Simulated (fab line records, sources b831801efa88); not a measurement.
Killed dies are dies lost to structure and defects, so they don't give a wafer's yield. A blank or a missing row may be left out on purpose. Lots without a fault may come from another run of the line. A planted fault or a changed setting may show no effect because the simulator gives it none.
Which tool did it? | flow gf180mcu | 6 lots, 18 wafers sampled, at 5 steps of a route of 602

WHAT THE GAUGES READ, wafer by wafer
GF_M2_OVL_MEAS_15.
lot  | measured     | on         | M2_OVL (nm)
L453 | day 19 11:25 | overlay-01 | 1 -5 5
L457 | day 21 03:50 | overlay-02 | 7 5 5
L462 | day 23 01:23 | overlay-02 | 10 4 9
L472 | day 26 05:37 | overlay-01 | -7 -4 -3
L474 | day 26 17:02 | overlay-01 | 9 16 18

WHICH TOOL RAN EACH LOT (tool, then ch and the chambers of the sampled wafers, then the start)
lot  | GF_VT_IMPLANT_STRIP_20               | GF_CONTACT_ETCH_17                 | GF_CONTACT_STRIP_18                  | GF_M2_SPUTTER_03
L453 | plasma_asher-03 ch 0,1, day 6 09:23  | rie_diel-03 ch 0,1,2, day 16 08:00 | plasma_asher-04 ch 0,1, day 16 08:32 | pvd_sputter-03, day 18 11:34
L457 | plasma_asher-03 ch 0,1, day 7 15:52  | rie_diel-04 ch 0,1,2, day 18 00:00 | plasma_asher-04 ch 0,1, day 18 00:47 | pvd_sputter-03, day 20 03:44
L462 | plasma_asher-04 ch 0,1, day 9 00:46  | rie_diel-04 ch 0,2,3, day 19 21:00 | plasma_asher-04 ch 0,1, day 19 22:05 | pvd_sputter-02, day 22 01:57
L468 | plasma_asher-04 ch 0,1, day 10 11:37 | rie_diel-01 ch 0,3, day 22 02:00   | plasma_asher-02 ch 0,1, day 22 02:58 | -
L472 | plasma_asher-04 ch 0,1, day 11 13:15 | rie_diel-03 ch 0,2,3, day 23 07:00 | plasma_asher-01 ch 0,1, day 23 07:14 | pvd_sputter-02, day 25 08:01
L474 | plasma_asher-01 ch 0,1, day 12 00:34 | rie_diel-01 ch 0,1,2, day 23 20:00 | plasma_asher-01 ch 0,1, day 23 20:42 | pvd_sputter-04, day 25 19:56
- GF_VT_IMPLANT_STRIP_20: strips in O2/N2.
- GF_CONTACT_ETCH_17: etches SiO2 in C4F8/O2/Ar, stops on CoSi2, target depth 860 nm.
- GF_CONTACT_STRIP_18: strips in O2/N2.
- GF_M2_SPUTTER_03: material Ti, target thk 10 nm, time 6.7 s.

THE ANSWER, worked out from the rows above alone
Rule: what is usual is taken from the lots themselves. Put in order of their means at a reading, lots are off if they are a third of the lots or fewer, leave a main group of 4 or more, and stand apart from it by a gap of 3 or more times the standard deviation of the main group's means; of several such gaps the widest counts. A main group whose means are all the same, to the digits that the tables above print for the reading, isn't used. A lot without any number at a reading at which 4 lots or more have one is off too. The other lots that the step has rows for count as sound.
No lot is off at any reading shown: from this, nothing can be told.

WHAT THE SIMULATOR HAD PUT IN
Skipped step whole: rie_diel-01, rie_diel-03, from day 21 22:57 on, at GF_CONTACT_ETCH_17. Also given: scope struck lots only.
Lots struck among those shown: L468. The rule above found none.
